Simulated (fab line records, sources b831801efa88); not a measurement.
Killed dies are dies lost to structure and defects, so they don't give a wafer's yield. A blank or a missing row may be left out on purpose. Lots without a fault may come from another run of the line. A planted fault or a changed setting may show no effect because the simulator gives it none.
Tool commonality check | flow gf180mcu | 13 lots, 39 wafers sampled

WHY IT WAS OPENED
At GF_VT_IMPLANT_RS_MEAS_49 the reading MVPSD_RS is flagged on 2 of 13 lots. Wafers without a fault read 1169 ohm/sq, standard deviation 3.5.
Rule: a lot is flagged when every wafer of it that has a number lies more than 4 standard deviations from that mean, or none has a number. The other lots count as sound.

lot  | measured     | on            | MVPSD_RS (ohm/sq), wafer by wafer | flag
L761 | day 7 17:55  | film_metro-03 | 1175 1171 1173                    |
L762 | day 8 00:37  | film_metro-04 | 1171 1170 1168                    |
L763 | day 8 05:51  | film_metro-02 | 1166 1168 1163                    |
L764 | day 8 15:16  | film_metro-02 | 1160 1163 1163                    |
L765 | day 8 20:58  | film_metro-03 | 1161 1160 1163                    |
L768 | day 9 18:24  | film_metro-04 | 1169 1173 1173                    |
L769 | day 10 02:25 | film_metro-03 | 1171 1170 1168                    |
L770 | day 10 08:02 | film_metro-03 | 1170 1171 1169                    |
L772 | day 10 21:46 | film_metro-04 | 1169 1168 1168                    |
L773 | day 11 05:34 | film_metro-03 | 1168 1168 1169                    |
L775 | day 12 03:43 | film_metro-03 | 1170 1174 1168                    |
L778 | day 12 23:38 | film_metro-03 | 1277 1275 1278                    | FLAGGED
L780 | day 13 04:21 | film_metro-03 | 1281 1286 1283                    | FLAGGED
The numbers of the flagged lots are 1280 ohm/sq on average: +111 ohm/sq against the usual, or +32 standard deviations.

WHICH TOOL RAN EACH LOT
The record holds 2 process steps before the reading, out of a route of 602 steps. In each cell: the tool, then ch and the chambers that the sampled wafers went through, then the start.
lot  | flag    | GF_STI_ETCH_14                  | GF_MVPSD_IMPLANT_09
L761 |         | rie_si-01 ch 0,1, day 2 07:14   | implanter-01 ch 0, day 5 06:13
L762 |         | rie_si-01 ch 0,3, day 2 11:52   | implanter-03 ch 0, day 5 11:52
L763 |         | rie_si-02 ch 0,1,2, day 2 17:55 | implanter-01 ch 0, day 5 16:41
L764 |         | rie_si-01 ch 0,1, day 2 23:46   | implanter-01 ch 0, day 6 00:55
L765 |         | rie_si-02 ch 0,3, day 3 03:01   | implanter-01 ch 0, day 6 03:47
L768 |         | rie_si-02 ch 0,2,3, day 3 18:23 | implanter-03 ch 0, day 6 22:41
L769 |         | rie_si-02 ch 1,2, day 4 00:35   | implanter-02 ch 0, day 7 06:09
L770 |         | rie_si-01 ch 1,3, day 4 05:47   | implanter-01 ch 0, day 7 11:14
L772 |         | rie_si-02 ch 1,2,3, day 4 16:02 | implanter-02 ch 0, day 8 00:14
L773 |         | rie_si-01 ch 0,1, day 4 21:23   | implanter-03 ch 0, day 8 05:10
L775 |         | rie_si-01 ch 1,2,3, day 5 06:16 | implanter-03 ch 0, day 9 03:41
L778 | FLAGGED | rie_si-01 ch 0,2,3, day 5 23:23 | implanter-03 ch 0, day 9 20:38
L780 | FLAGGED | rie_si-01 ch 0,3, day 6 07:23   | implanter-03 ch 0, day 10 00:29
What these steps do:
- GF_STI_ETCH_14: etches Si in HBr/Cl2/O2, target depth 360 nm, time 102.9 s.
- GF_MVPSD_IMPLANT_09
- GF_VT_IMPLANT_RS_MEAS_49: measures by four-point-probe.

FLAGGED OVER TOTAL, TOOL BY TOOL (the gauges that took the reading come last)
step                     | tool          | lots run | flagged | share of the flagged lots | sound lots run after its first flagged lot
GF_STI_ETCH_14           | rie_si-01     | 8        | 2       | all                       | 0
GF_STI_ETCH_14           | rie_si-02     | 5        | 0       | none                      | -
GF_MVPSD_IMPLANT_09      | implanter-01  | 5        | 0       | none                      | -
GF_MVPSD_IMPLANT_09      | implanter-02  | 2        | 0       | none                      | -
GF_MVPSD_IMPLANT_09      | implanter-03  | 6        | 2       | all                       | 0
GF_VT_IMPLANT_RS_MEAS_49 | film_metro-02 | 2        | 0       | none                      | -
GF_VT_IMPLANT_RS_MEAS_49 | film_metro-03 | 8        | 2       | all                       | 0
GF_VT_IMPLANT_RS_MEAS_49 | film_metro-04 | 3        | 0       | none                      | -

WHAT THE TABLE ALLOWS
3 rows of the table ran every flagged lot: rie_si-01 at GF_STI_ETCH_14, implanter-03 at GF_MVPSD_IMPLANT_09, film_metro-03 at GF_VT_IMPLANT_RS_MEAS_49.
- rie_si-01 at GF_STI_ETCH_14: 2 of its 8 lots flagged. Its last sound lot is L775 (day 5 06:16), its first flagged lot L778 (day 5 23:23): a fault that began between those two fits.
- implanter-03 at GF_MVPSD_IMPLANT_09: 2 of its 6 lots flagged. Its last sound lot is L775 (day 9 03:41), its first flagged lot L778 (day 9 20:38): a fault that began between those two fits. Its own readings lie more than 4 standard deviations out on every wafer of the flagged lots: dose_ions_cm2, faraday_current_uA.
- film_metro-03 at GF_VT_IMPLANT_RS_MEAS_49: 2 of its 8 lots flagged. Its last sound lot is L775 (day 12 03:43), its first flagged lot L778 (day 12 23:38): a fault that began between those two fits.
Counting lots can't tell these 3 tools apart, because each fits a fault that began at some hour. More lots, or a look at what each step does to the wafer, might.

WHAT THE SIMULATOR HAD PUT IN
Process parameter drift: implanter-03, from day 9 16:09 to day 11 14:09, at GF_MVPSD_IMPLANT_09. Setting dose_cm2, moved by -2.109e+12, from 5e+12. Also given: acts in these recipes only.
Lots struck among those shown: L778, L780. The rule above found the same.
